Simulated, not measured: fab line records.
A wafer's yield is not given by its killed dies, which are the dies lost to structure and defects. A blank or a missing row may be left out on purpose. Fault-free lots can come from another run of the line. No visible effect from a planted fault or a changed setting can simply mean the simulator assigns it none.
Struck lot and sound lot, side by side	flow sky130	15 steps out of a route of 708
Sound: wafers L681.2, L681.3, L681.6. Struck: wafers L692.2, L692.4, L692.5. At the end, the cause is stated.
Per side, at each step with rows, come the tool, then ch with its chambers, and then its first start. Under that, the readings that differ: sound wafers	struck wafers	difference of the means	sigmas: that difference in standard deviations of wafers without a fault.
alike: words and numbers the same on both sides, and readings whose means are apart by under 2 such deviations; not compared: readings that were withheld, readings missing a value for some wafer, numbers with overlapping values and no deviation given by the record, and bounds like >300 which may hide the same value.
Wherever a step has rows on one side only, a row that says differs or no value, or a row with sigmas, the two part there. Non-overlapping numbers with no deviation appear without sigmas and do not part them. A reading missing from all wafers of one side parts the sides only when that side holds two or more wafers.

first, 5 steps without rows for these wafers: SKY_SONOS_ONO_COAT_08 (resist thk 1140 nm); SKY_SONOS_ONO_SOFTBAKE_09 (time 60 s); SKY_SONOS_ONO_EXPOSE_10 (exposes mask ONOM, target cd 410 nm); SKY_SONOS_ONO_PEB_11; SKY_SONOS_ONO_DEVELOP_12 (develop time 60 s).
SKY_SONOS_ONO_CD_MEAS_13: target cd 410 nm.
  sound: cd sem-01 at day 13 04:26; struck: cd sem-01 at day 17 00:38
  alike: cd nm
SKY_SONOS_ONO_OVL_MEAS_14:
  sound: overlay-01 at day 13 04:33; struck: overlay-02 at day 17 00:45
reading	sound	struck	difference	sigmas
SONOS_ONO_OVL (nm)	1.9 1.2 2.9	-0.9 -1.9 -0.3	-3.0	-2
SKY_SONOS_ONO_ETCH_15: etches the open film in CHF3/O2, target depth 19.52 nm, time 7.8 s.
  sound on rie diel-01 ch 0,1,2, day 13 04:35; struck on rie diel-03 ch 1,2, day 17 00:47
  alike: drypump motor current A, oes product au, throttle valve pct
  not compared: rf hours counter h
then, 1 step without rows for these wafers: SKY_SONOS_ONO_WET_ETCH_16 (etches SiO2 in dHF, target depth 14 nm, time 280 s).
SKY_SONOS_ONO_STRIP_17: strips in O2/N2.
  sound on plasma asher-04 ch 0,1, day 13 04:41; struck on plasma asher-04 ch 0,1, day 17 00:53
  alike: drypump motor current A, n2 flow sccm, oes product au, strip time to endpoint s
  not compared: rf hours counter h
then, 2 steps without rows for these wafers: SKY_SONOS_ONO_WET_ETCH_18 (etches Si3N4 in H3PO4, target depth 15 nm, time 172 s); SKY_GATE_OXIDE_CLEAN_00 (cleans in SC1/SC2, time 150 s).
SKY_GATE_OXIDE_OXIDATION_01: stabilise 600 s, purge 300 s, target thk 10.268 nm.
  sound on furnace-02 ch 0, day 13 04:53; struck on furnace-02 ch 0, day 17 01:53
reading	sound	struck	difference	sigmas
stabilise s (s)	600 600 600	5400 5400 5400	+4800	
  alike: tube_center_temp_C_max, zone power bottom pct
SKY_GATE_OXIDE_THK_MEAS_02:
  sound: film metro-03 at day 13 06:19; struck: film metro-03 at day 17 03:19
  alike: GATE_OXIDE_OXIDATION_00_THK
-- here the record skips 32 days between the struck wafers' starts before and after, leaving off in module GATE_OXIDE and picking up in module PAD_OPEN (first step shown: number 708 of the route) --
SKY_PAD_OPEN_PROBE_99:
  sound: prober-01 at day 46 08:43; struck: prober-02 at day 49 00:10
reading	sound	struck	difference	sigmas
killed at other	0 0 0	1 1 1	+1	+2
model.etest.pfet g5v0d10v5.r on ohm um	4632 4568 4584	4784 4889 4834	+241	
model.etest.pfet g5v0d10v5.drive ua um	349.1 351.4 353.7	335.1 331.4 334.3	-17.8	
model.etest.pfet_01v8_mvt.drive ua um	156.9 158.7 158.9	142.3 139.1 141.7	-17.1	
model.etest.field n.vt v (V)	36.4 36.42 36.47	34.26 34.95 34.03	-2.02	
model.etest.pfet_01v8_mvt.off log10 a um	-10.05 -10.04 -9.975	-11.48 -11.48 -11.39	-1.43	
model.etest.pfet g5v0d10v5.off log10 a um	-12.47 -12.51 -12.4	-13.27 -13.19 -13.03	-0.70	
  alike: killed_at_M0_to_M3, killed_at_M4_up, killed at contacts, killed at front end, killed dies, killed open, killed short
  not compared: model.etest.res pwell under gate.rs ohm sq, model.etest.nfet_05v0_nvt.off log10 a um

## WHERE THEY PART
Last at SKY_PAD_OPEN_PROBE_99 as far as this record goes, first at SKY_SONOS_ONO_OVL_MEAS_14.

WHY: what the simulator had put in
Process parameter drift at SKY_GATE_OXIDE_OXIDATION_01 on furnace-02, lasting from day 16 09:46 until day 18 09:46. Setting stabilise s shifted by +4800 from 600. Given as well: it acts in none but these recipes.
